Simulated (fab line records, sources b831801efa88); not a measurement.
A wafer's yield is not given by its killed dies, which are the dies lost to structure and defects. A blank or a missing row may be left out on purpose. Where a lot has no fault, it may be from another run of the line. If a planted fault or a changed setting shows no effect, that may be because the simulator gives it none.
A single fault, viewed from 2 desks | flow sky130 | each desk has only its own numbers; what lay behind them comes last

FOR THE TOOL OWNER'S DESK: implanter-02
The tool's own readings at SKY_LDD_LDN_IMPLANT_08, given as means over the sampled wafers that have a number, one for each lot that went through this tool. Marked OUT: a lot whose mean sits more than 4 standard deviations from the usual mean, which makes it out of limits; the brackets give that distance.
Columns: A = dose-ions-cm2 at SKY_LDD_LDN_IMPLANT_08, usual 1.25e+13; B = faraday-current-uA at SKY_LDD_LDN_IMPLANT_08, usual 70.5
lot  | first seen here | A                          | B
L999 | day 22 16:47    | 1.25e+13                   | 70.9
L101 | day 23 09:19    | 1.25e+13                   | 69.5
L106 | day 25 01:05    | 2.17e+13 (+99 or more) OUT | 124.0 (+36) OUT
L105 | day 25 02:10    | 2.17e+13 (+99 or more) OUT | 119.7 (+33) OUT
L112 | day 27 19:54    | 1.25e+13                   | 71.8
L114 | day 28 06:58    | 1.25e+13                   | 69.8
L115 | day 28 10:43    | 1.25e+13                   | 69.6
Finding of this desk: L105, L106 out of limits; the first was L106 at day 25 01:05, on dose-ions-cm2 at SKY_LDD_LDN_IMPLANT_08. Within limits: L999, L101, L112, L114, L115.

METROLOGY DESK
Means of the sampled wafers that have a number, per lot and without regard to the tool the lot ran on: this is what the gauges read. Marked OUT: a lot whose mean sits more than 4 standard deviations from the usual mean, which makes it out of limits; the brackets give that distance.
Columns: A = cd-nm at SKY_LDD_P_CD_MEAS_07, usual 379 nm; B = LDD_HVP_TW at SKY_LDD_HVP_TW_MEAS_10, usual 458.4; C = LDD_LDN_TW at SKY_LDD_LDN_TW_MEAS_13, usual 1483; D = SPACER_CVD_00_THK at SKY_SPACER_THK_MEAS_01, usual 43.1 nm
lot  | first seen here | A   | B     | C               | D
L999 | day 18 20:40    | 375 | 457.5 | 1495            | 43.3
L100 | day 19 02:19    | 382 | 458.2 | 1478            | 43.6
L101 | day 19 12:43    | 377 | 461.8 | 1483            | 43.2
L106 | day 21 05:55    | 374 | 456.2 | 1558 (+6.8) OUT | 43.0
L105 | day 21 06:53    | 383 | 459.9 | 1575 (+8.4) OUT | 43.0
L112 | day 24 03:29    | 381 | 461.9 | 1485            | 42.9
L113 | day 24 11:00    | 377 | 456.6 | 1496            | 43.1
L114 | day 24 15:39    | 377 | 458.4 | 1475            | 42.8
L115 | day 24 19:26    | 381 | 459.6 | 1491            | 42.6
L117 | day 25 13:35    | 381 | 458.7 | 1493            | 42.9
L118 | day 25 19:50    | 374 | 459.1 | 1468            | 42.6
L119 | day 26 03:01    | 384 | 460.8 | 1488            | 44.1
L120 | day 26 08:14    | 381 | 457.1 | 1497            | 43.0
L121 | day 26 12:34    | 380 | 459.9 | 1480            | 43.2
This desk's finding: out of limits on L105, L106; first on L106, day 25 01:47 (LDD_LDN_TW at SKY_LDD_LDN_TW_MEAS_13). Within limits: L999, L100, L101, L112, L113, L114, L115, L117, L118, L119, L120, L121.

ALL TOGETHER
The tool owner's desk could have raised an alarm at day 25 01:05, on L105, L106.
Metrology desk: alarm possible at day 25 01:47 on L105, L106.
All the named lots went through SKY_LDD_LDN_IMPLANT_08 on implanter-02.

WHAT WAS PUT IN BY THE SIMULATOR
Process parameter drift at SKY_LDD_LDN_IMPLANT_08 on implanter-02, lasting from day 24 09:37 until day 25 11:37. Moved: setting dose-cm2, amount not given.
Struck lots among those shown: L105, L106.
Hours from the fault's start to each desk's first reading out of limits: the tool owner's desk, 15; the metrology desk, 16.
